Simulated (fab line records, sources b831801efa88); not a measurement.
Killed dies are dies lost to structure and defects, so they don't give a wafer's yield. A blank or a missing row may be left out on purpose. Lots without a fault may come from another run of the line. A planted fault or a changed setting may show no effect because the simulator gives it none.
One fault seen from 2 desks | flow gf180mcu | each desk has only its own numbers; what lay behind them comes last

THE TOOL OWNER'S DESK: rtp_anneal-02
The tool's own readings at GF_PSD_RTA_13 (time 20 s): means of the sampled wafers that have a number, for each lot that ran on this tool. A lot is out of limits, marked OUT, if its mean lies more than 4 standard deviations from the usual mean; the brackets give that distance.
Columns: A = lamp_power_pct at GF_PSD_RTA_13, usual 32.6 %; B = wafer_temp_C_max at GF_PSD_RTA_13, usual 1029.5
lot  | first seen here | A    | B
L910 | day 14 08:08    | 31.4 | 1029.4
L915 | day 15 18:10    | 31.4 | 1029.5
L917 | day 16 10:53    | 31.4 | 1029.2
L919 | day 17 02:18    | 32.0 | 1037.6 (+9.3) OUT
L920 | day 17 13:26    | 32.0 | 1037.8 (+9.5) OUT
L928 | day 20 15:32    | 31.4 | 1029.3
L931 | day 21 12:21    | 31.4 | 1030.2
This desk's finding: out of limits on L919, L920; first on L919, day 17 02:18 (wafer_temp_C_max at GF_PSD_RTA_13). In limits: L910, L915, L917, L928, L931.

THE METROLOGY DESK
What the gauges read, lot by lot, whatever tool the lot ran on: means of the sampled wafers that have a number. A lot is out of limits, marked OUT, if its mean lies more than 4 standard deviations from the usual mean; the brackets give that distance.
Columns: A = NSD_RS at GF_PSD_RS_MEAS_14, usual 46.11 ohm/sq; B = PSD_RS at GF_PSD_RS_MEAS_15, usual 108.45 ohm/sq
lot  | first seen here | A               | B
L910 | day 14 08:13    | 46.02           | 108.13
L911 | day 14 09:11    | 46.03           | 107.93
L915 | day 15 18:16    | 45.98           | 108.11
L917 | day 16 10:58    | 46.06           | 108.53
L919 | day 17 02:23    | 44.97 (-11) OUT | 104.46 (-17) OUT
L920 | day 17 13:31    | 45.01 (-11) OUT | 104.30 (-17) OUT
L926 | day 20 01:18    | 46.20           | 108.60
L928 | day 20 15:37    | 46.03           | 108.24
L930 | day 21 06:49    | 46.18           | 108.61
L931 | day 21 12:26    | 46.19           | 108.63
L932 | day 22 10:25    | 46.13           | 108.44
This desk's finding: out of limits on L919, L920; first on L919, day 17 02:23 (NSD_RS at GF_PSD_RS_MEAS_14). In limits: L910, L911, L915, L917, L926, L928, L930, L931, L932.

PUT TOGETHER
The tool owner's desk could have raised an alarm at day 17 02:18, on L919, L920.
The metrology desk could have raised an alarm at day 17 02:23, on L919, L920.
Of the lots named, all ran GF_PSD_RTA_13 on rtp_anneal-02.

WHAT THE SIMULATOR HAD PUT IN
Process parameter drift: rtp_anneal-02, from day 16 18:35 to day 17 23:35, at GF_PSD_RTA_13. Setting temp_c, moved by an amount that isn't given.
Lots struck among those shown: L919, L920.
Hours from the fault's start to each desk's first reading out of limits: the tool owner's desk, 8; the metrology desk, 8.
